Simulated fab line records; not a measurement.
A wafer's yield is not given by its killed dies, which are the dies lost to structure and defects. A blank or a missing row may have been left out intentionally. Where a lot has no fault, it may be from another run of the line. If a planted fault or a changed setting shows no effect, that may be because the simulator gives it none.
What tool caused it?	flow gf180mcu	Sampling: 12 lots, 36 wafers, 6 of 602 route steps

## WHAT THE GAUGES SHOWED, per wafer
GF_MVPSD_TW_MEAS_11.
lot	measured	on	MVPSD_TW
L646	day 5 00:08	filmMetro-01	554 548 553
L647	day 5 06:44	filmMetro-01	551 553 552
L648	day 5 12:37	filmMetro-01	554 553 552
L650	day 5 23:46	filmMetro-03	551 552 554
L652	day 6 11:37	filmMetro-04	548 548 548
L653	day 6 16:43	filmMetro-03	547 548 549
L656	day 7 12:11	filmMetro-03	601 600 597
L657	day 7 18:08	filmMetro-01	609 610 606
L659	day 8 05:43	filmMetro-03	602 600 604
L666	day 10 02:28	filmMetro-04	547 544 547
L668	day 10 14:08	filmMetro-03	550 548 549
L669	day 10 17:22	filmMetro-01	565 560 562

GF_VT_IMPLANT_RS_MEAS_49: uses a four-point probe to measure.
lot	measured	on	MVPSD_RS (ohm/sq)
L646	day 7 12:14	filmMetro-04	1169.9 1170.1 1171.2
L647	day 7 21:11	filmMetro-03	1172.1 1171.1 1171.6
L648	day 8 02:44	filmMetro-01	1167.0 1166.3 1163.5
L650	day 8 15:35	filmMetro-03	1164.2 1165.2 1163.8
L652	day 9 04:29	filmMetro-03	1168.1 1166.6 1169.7
L653	day 9 12:09	filmMetro-03	1167.1 1170.4 1167.4
L656	day 10 07:34	filmMetro-01	1334.5 1337.2 1334.7
L657	day 10 15:34	filmMetro-03	1332.7 1332.8 1332.9
L659	day 11 02:53	filmMetro-01	1332.5 1332.8 1333.0
L666	day 13 06:00	filmMetro-03	1165.4 1166.5 1166.5
L668	day 13 19:21	filmMetro-01	1163.1 1161.9 1162.9
L669	day 13 22:35	filmMetro-04	1169.0 1173.1 1167.6

GF_M1_THK_MEAS_06: measures by xrf.
lot	measured	on	M1_ALCU_THK (nm)
L646	day 16 01:23	filmMetro-02	434 428 432
L647	day 16 11:47	filmMetro-04	442 445 436
L648	day 16 19:55	filmMetro-04	425 433 435
L650	day 17 13:22	filmMetro-04	439 435 437
L652	day 18 09:04	filmMetro-01	433 430 430
L653	day 18 18:53	filmMetro-02	435 437 436
L656	day 19 20:47	filmMetro-02	437 431 435
L657	day 20 05:06	filmMetro-01	436 432 433
L659	day 21 00:46	filmMetro-02	439 438 434
L666	day 23 10:26	filmMetro-04	440 441 440
L668	day 24 02:04	filmMetro-01	437 441 434
L669	day 24 08:52	filmMetro-01	438 440 449

## EACH LOT AND THE TOOL THAT RAN IT (in order: tool; ch and the chambers of the sampled wafers; start)
lot	GF_MVPSD_IMPLANT_08	GF_HV_LDD_STRIP_49	GF_CONTACT_CVD_02
L646	implanter-01 ch 0, day 4 23:44	plasmaAsher-02 ch 0,1, day 12 06:18	pecvd-04 ch 1,2, day 15 00:50
L647	implanter-01 ch 0, day 5 06:20	plasmaAsher-03 ch 0,1, day 12 15:27	pecvd-02 ch 0,1, day 15 11:20
L648	implanter-01 ch 0, day 5 12:13	plasmaAsher-02 ch 0,1, day 12 22:14	pecvd-04 ch 1,2, day 15 19:24
L650	implanter-02 ch 0, day 5 23:22	plasmaAsher-04 ch 0,1, day 13 13:45	pecvd-04 ch 0,1, day 16 12:22
L652	implanter-02 ch 0, day 6 11:13	plasmaAsher-04 ch 0,1, day 14 07:56	pecvd-02 ch 1,2, day 17 07:26
L653	implanter-03 ch 0, day 6 16:20	plasmaAsher-04 ch 0,1, day 14 16:59	pecvd-03 ch 0,2, day 17 17:48
L656	implanter-01 ch 0, day 7 11:49	plasmaAsher-04 ch 0,1, day 15 16:40	pecvd-03 ch 1,2, day 18 18:46
L657	implanter-01 ch 0, day 7 17:46	plasmaAsher-02 ch 0,1, day 16 01:05	pecvd-03 ch 0,1, day 19 02:37
L659	implanter-01 ch 0, day 8 05:19	plasmaAsher-03 ch 0,1, day 16 18:02	pecvd-03 ch 0,2, day 19 22:16
L666	implanter-02 ch 0, day 10 02:05	plasmaAsher-02 ch 0,1, day 19 04:50	pecvd-04 ch 0,1, day 22 09:22
L668	implanter-01 ch 0, day 10 13:45	plasmaAsher-02 ch 0,1, day 19 22:20	pecvd-03 ch 1,2, day 23 01:28
L669	implanter-02 ch 0, day 10 16:58	plasmaAsher-04 ch 0,1, day 19 23:59	pecvd-03 ch 1,2, day 23 07:55
- GF_MVPSD_IMPLANT_08
- GF_HV_LDD_STRIP_49: strips in O2/N2.
- GF_CONTACT_CVD_02: deposits SiO2 from TEOS, target thk 860 nm, time 95.992 s.

## WHAT THE TOOLS THEMSELVES READ (means of the sampled wafers that have a number; where no wafer has one, the mark that the record gives instead)
GF_MVPSD_IMPLANT_08.
lot	tool	endStationPressureTorr (Torr)	tiltDeg (degrees)
L646	implanter-01	5.13e-06	0.013
L647	implanter-01	4.89e-06	0.027
L648	implanter-01	5.07e-06	-0.001
L650	implanter-02	4.98e-06	-0.002
L652	implanter-02	5.09e-06	-0.010
L653	implanter-03	4.81e-06	0.012
L656	implanter-01	4.89e-06	3.883
L657	implanter-01	5.08e-06	3.880
L659	implanter-01	5.07e-06	3.889
L666	implanter-02	4.91e-06	0.007
L668	implanter-01	5.13e-06	0.015
L669	implanter-02	5.09e-06	0.021

GF_HV_LDD_STRIP_49.
lot	tool	drypumpMotorCurrentA (A)	heaterPowerW (W)	oesProductAu (a.u.)	stripTimeToEndpointS (s)
L646	plasmaAsher-02	5.6	349	0.715	12.56
L647	plasmaAsher-03	5.2	319	0.716	12.59
L648	plasmaAsher-02	5.7	349	0.711	12.62
L650	plasmaAsher-04	6.0	310	0.715	12.56
L652	plasmaAsher-04	6.0	309	0.716	12.67
L653	plasmaAsher-04	6.0	314	0.718	12.63
L656	plasmaAsher-04	6.1	351	0.715	12.65
L657	plasmaAsher-02	6.0	380	0.714	12.65
L659	plasmaAsher-03	5.1	320	0.712	12.64
L666	plasmaAsher-02	6.0	382	0.712	12.65
L668	plasmaAsher-02	5.7	339	0.710	12.67
L669	plasmaAsher-04	6.0	311	0.717	12.59

GF_CONTACT_CVD_02.
lot	tool	heaterPowerW (W)
L646	pecvd-04	618
L647	pecvd-02	632
L648	pecvd-04	609
L650	pecvd-04	581
L652	pecvd-02	571
L653	pecvd-03	684
L656	pecvd-03	602
L657	pecvd-03	621
L659	pecvd-03	717
L666	pecvd-04	618
L668	pecvd-03	627
L669	pecvd-03	558

## THE ANSWER, worked out from the rows above alone
Rule: usual is defined by the lots themselves. The widest of any qualifying gaps counts: lots, ordered by their means at a reading, are off when they make up no more than a third of the lots, leave a main group of 4 or more, and stand apart from it by 3 or more times the standard deviation of that group's means. A main group is skipped when, at the precision printed for the reading in the tables above, its means are all equal. Also off: a lot with no number at a reading for which 4 or more lots have one. All remaining lots with rows at the step are treated as sound. The gauges are gone through in route order, then the tools' own readings, and for those a lot's mean is taken as printed above. At the first step where some lot is off, the reading lying furthest off is the one used; lots without a number count as furthest.
Off: L656, L657, L659, seen at GF_MVPSD_TW_MEAS_11 (MVPSD_TW). Mean 551 and standard deviation 4.5 in the main group.
A tool fits if, at a process step before that reading, it ran every lot that is off, and no sound lot after the first of them. Not tried: the gauges at GF_MVPSD_TW_MEAS_11; whatever is off there is also off at GF_MVPSD_IMPLANT_08, on other tools, and gauge error can't account for it. No candidate that was tried fits.

## WHAT THE SIMULATOR HAD INSERTED
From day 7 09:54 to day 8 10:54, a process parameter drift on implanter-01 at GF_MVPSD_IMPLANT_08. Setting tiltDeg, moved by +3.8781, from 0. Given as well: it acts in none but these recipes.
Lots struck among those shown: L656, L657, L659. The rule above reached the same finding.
